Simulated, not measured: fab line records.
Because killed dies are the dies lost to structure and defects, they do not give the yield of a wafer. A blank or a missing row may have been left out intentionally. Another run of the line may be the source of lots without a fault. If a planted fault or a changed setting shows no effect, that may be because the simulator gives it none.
Comparing a struck lot with a sound one -- flow sky130 -- 16 steps out of a route of 708
Sound: wafers L330.3, L330.4, L330.6. Wafers L338.1, L338.5, L338.6 were the ones struck. The cause is named last.
At each step with rows: each side's tool, then ch and its chambers, then its first start. Under that, the readings that differ: sound wafers -- struck wafers -- difference of the means -- sigmas: that difference in standard deviations of wafers without a fault.
alike: a reading whose means differ by less than 2 such deviations, as well as words and numbers matching on both sides. not compared: withheld readings; readings where some wafer has no value; bounds like >300 that might hide an equal value; numbers whose values overlap and for which the record gives no deviation.
Wherever a step has rows on one side only, a row that says differs or no value, or a row with sigmas, the two part there. Numbers that don't overlap but have no deviation are shown without sigmas and don't part them. A reading that every wafer of one side lacks parts them only if that side has two wafers or more.

SKY_VIA2_BOW_MEAS_03:
  struck on filmMetro-04, day 39 17:04; sound on filmMetro-01, day 37 06:19
  alike: VIA2_BOW
then, 8 steps without rows for these wafers: SKY_VIA2_DEHYDRATE_04 (time 60 s); SKY_VIA2_HMDS_05 (prime time 60 s); SKY_VIA2_COAT_06 (resist thk 60 nm); SKY_VIA2_COAT_07 (resist thk 450 nm); SKY_VIA2_SOFTBAKE_08 (time 90 s); SKY_VIA2_EXPOSE_09 (exposes mask VIM2, target cd 200 nm); SKY_VIA2_PEB_10; SKY_VIA2_DEVELOP_11 (develop time 60 s).
SKY_VIA2_CD_MEAS_12: the cd target is 200 nm.
  struck on cdSem-02, day 40 17:04; sound on cdSem-02, day 38 07:37
  alike: cdNm
SKY_VIA2_OVL_MEAS_13:
  struck on overlay-01, day 40 17:11; sound on overlay-02, day 38 07:43
  alike: VIA2_OVL
SKY_VIA2_ETCH_14: etches BARC in N2/H2, stops on SiO2, time 45.9 s, target depth 60 nm.
  sound on rieDiel-02 ch 1,2,3, day 38 07:44; struck on rieDiel-02 ch 0,1,3, day 40 17:13
  alike: drypumpMotorCurrentA, h2FlowSccm, n2FlowSccm, oesProductAu, rfFwdPowerW, throttleValvePct
  not compared: rfHoursCounterH
SKY_VIA2_ETCH_15: etches SiO2 in C4F8/O2/Ar, stops on TiN, target depth 546 nm, time 84 s.
  sound on rieDiel-02 ch 1,2,3, day 38 07:47; struck on rieDiel-02 ch 0,1,3, day 40 17:15
reading,sound,struck,difference,sigmas
oesProductAu (a.u.),0.939 0.933 0.935,0.890 0.893 0.891,-0.044,-9
model.etch.depthNm (nm),494.9 494.5 493.9,447.9 451.5 449,-45.0,
model.VIA2.featureDepthNm (nm),494.9 494.5 493.9,447.9 451.5 449,-45.0,
model.KrF-thick_of_VIA2_COAT_07.thkNm (nm),281.8 284 280.4,304.5 302 300.5,+20.3,
  alike: rfFwdPowerW
  not compared: rfHoursCounterH
SKY_VIA2_STRIP_16: strips in O2/N2.
  sound on plasmaAsher-03 ch 0,1, day 38 07:53; struck on plasmaAsher-02 ch 0,1, day 40 17:19
reading,sound,struck,difference,sigmas
oesProductAu (a.u.),0.395 0.399 0.395,0.410 0.408 0.409,+0.013,+3
stripTimeToEndpointS (s),4.03 4.05 4.01,4.27 4.25 4.23,+0.22,+7
  alike: drypumpMotorCurrentA, n2FlowSccm
  not compared: rfHoursCounterH
then, 1 step without rows for these wafers: SKY_VIA2_STRIP_17 (strips in post etch residue remover, time 1200 s).
-- the record jumps here: 8 days lie between the struck wafers' starts before and after (it left off in module VIA2 and takes up again in module PAD_OPEN, whose first step shown is number 708 of the route) --
SKY_PAD_OPEN_PROBE_99:
  struck on prober-02, day 49 04:17; sound on prober-01, day 47 08:47
reading,sound,struck,difference,sigmas
hold,- - -,awaitDispo/1.9h/scrap awaitDispo/1.9h/scrap awaitDispo/1.9h/scrap,no value on the sound wafers,
defectLimitedYield (%),80.1 82.5 85.4,12.0 17.5 11.8,-68.9,-41
killed_at_M0_to_M3,46 39 45,392 355 386,+334,+52
killedDies,98 86 72,433 406 434,+339,+39
killedOnRim,21 16 17,95 63 69,+58,+16
  alike: killed_at_M4_up, killedAtContacts, killedAtFrontEnd, killedAtOther, killedOpen, killedShort

WHERE THEY PART
Last at SKY_PAD_OPEN_PROBE_99 as far as this record goes, first at SKY_VIA2_ETCH_15.

WHY: what the simulator had put in
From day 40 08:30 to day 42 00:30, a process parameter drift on rieDiel-02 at SKY_VIA2_ETCH_15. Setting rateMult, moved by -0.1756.
